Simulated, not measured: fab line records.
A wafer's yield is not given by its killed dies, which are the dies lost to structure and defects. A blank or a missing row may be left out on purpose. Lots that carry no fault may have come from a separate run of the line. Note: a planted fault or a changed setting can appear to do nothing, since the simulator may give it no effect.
A lot that was struck, set against a sound lot	flow sky130	15 steps out of a route of 708
Sound: wafers L466.4, L466.5, L466.6. Wafers struck: L483.3, L483.4, L483.5. The cause is named last.
At each step with rows: each side's tool, then ch and its chambers, then its first start. Under that, the readings that differ: sound wafers	struck wafers	difference of the means	sigmas: that difference in standard deviations of wafers without a fault.
alike: same words and numbers on both sides, and readings whose means sit less than 2 such deviations apart. not compared: any withheld reading, any reading some wafer has no value for, any bound like >300 that may hide the same value, and any number with overlapping values for which the record gives no deviation.
The two part at a step that has a row with sigmas, a row that says differs or no value, or rows on one side only. Numbers that don't overlap but have no deviation are shown without sigmas and don't part them. A reading missing from all wafers of one side parts the sides only when that side holds two or more wafers.

SKY_VIA1_OVL_MEAS_13:
  sound on overlay-01 at day 34 12:21; struck on overlay-01 at day 39 16:28
  alike: VIA1_OVL
SKY_VIA1_ETCH_14: etches BARC in N2/H2, stops on SiO2, time 45.9 s, target depth 60 nm.
  sound on rie diel-03 ch 1,2,3, day 34 12:22; struck on rie diel-04 ch 2,3, day 39 16:30
  alike: drypump motor current A, n2 flow sccm, oes product au, throttle valve pct
  not compared: rf hours counter h
then, 1 step without rows for these wafers: SKY_VIA1_ETCH_15 (etches SiO2 in C4F8/O2/Ar, stops on TiN, target depth 351 nm, time 54 s).
SKY_VIA1_STRIP_16: strips in O2/N2.
  sound on plasma asher-02 ch 0,1, day 34 12:29; struck on plasma asher-03 ch 0,1, day 39 16:37
  alike: drypump motor current A, n2 flow sccm, oes product au, strip time to endpoint s
  not compared: rf hours counter h
then, 3 steps without rows for these wafers: SKY_VIA1_STRIP_17 (strips in post etch residue remover, time 1200 s); SKY_VIA1_CLEAN_18 (cleans in IPA, time 180 s); SKY_VIA1_CLEAN_19 (cleans in O3/DIW).
SKY_VIA1_SPUTTER_20: material TiN, target thk 20 nm, time 80 s.
  sound on pvd sputter-04 at day 34 13:29; struck on pvd sputter-01 at day 39 17:13
  alike: throttle valve pct
SKY_VIA1_CVD_21: deposits W, target thk 270 nm, time 80.902 s.
  sound on cvd w-01 ch 0,1, day 34 13:34; struck on cvd w-02 ch 0,1, day 39 17:18
  alike: heater power w
SKY_VIA1_RS_MEAS_22: uses a four-point probe to measure.
  sound on film metro-04 at day 34 13:41; struck on film metro-04 at day 39 17:25
  alike: VIA1_W_RS
SKY_VIA1_THK_MEAS_23: measures by xrf.
  sound on film metro-04 at day 34 13:47; struck on film metro-04 at day 39 17:31
  alike: VIA1_W_THK
then, 1 step without rows for these wafers: SKY_VIA1_CMP_24 (polishes, stops on SiO2, t overpolish 15 s, target thk 0 nm).
SKY_METAL2_SPUTTER_00: material Ti, target thk 15 nm, time 10 s.
  sound on pvd sputter-02 at day 34 14:07; struck on pvd sputter-02 at day 39 17:51
reading	sound	struck	difference	sigmas
model.Ti_of_METAL2_SPUTTER_00.thk nm (nm)	14.74 14.57 14.86	23.34 23.09 23.15	+8.47	
  alike: throttle valve pct
SKY_METAL2_SPUTTER_01: material TiN, target thk 20 nm, time 16.7 s.
  sound on pvd sputter-02 at day 34 14:08; struck on pvd sputter-02 at day 39 17:52
  alike: throttle valve pct
-- the record jumps here: 10 days lie between the struck wafers' starts before and after (it left off in module METAL2 and takes up again in module PAD_OPEN, whose first step shown is number 708 of the route) --
SKY_PAD_OPEN_PROBE_99:
  sound on prober-02 at day 46 04:23; struck on prober-01 at day 50 02:44
reading	sound	struck	difference	sigmas
sort_bin_3_pad_short (%)	1.0 1.0 2.0	0.4 0.2 0.6	-0.9	-2
  alike: defect limited yield, killed_at_M0_to_M3, killed_at_M4_up, killed at contacts, killed at front end, killed at other, killed dies, killed open, killed short, sort_bin_5_function, sort_bin_6_memory, sort n pass, sort yield pct

== WHERE THEY PART ==
At SKY_PAD_OPEN_PROBE_99 and nowhere else, as far as this record goes.

WHY: whatever the simulator had introduced
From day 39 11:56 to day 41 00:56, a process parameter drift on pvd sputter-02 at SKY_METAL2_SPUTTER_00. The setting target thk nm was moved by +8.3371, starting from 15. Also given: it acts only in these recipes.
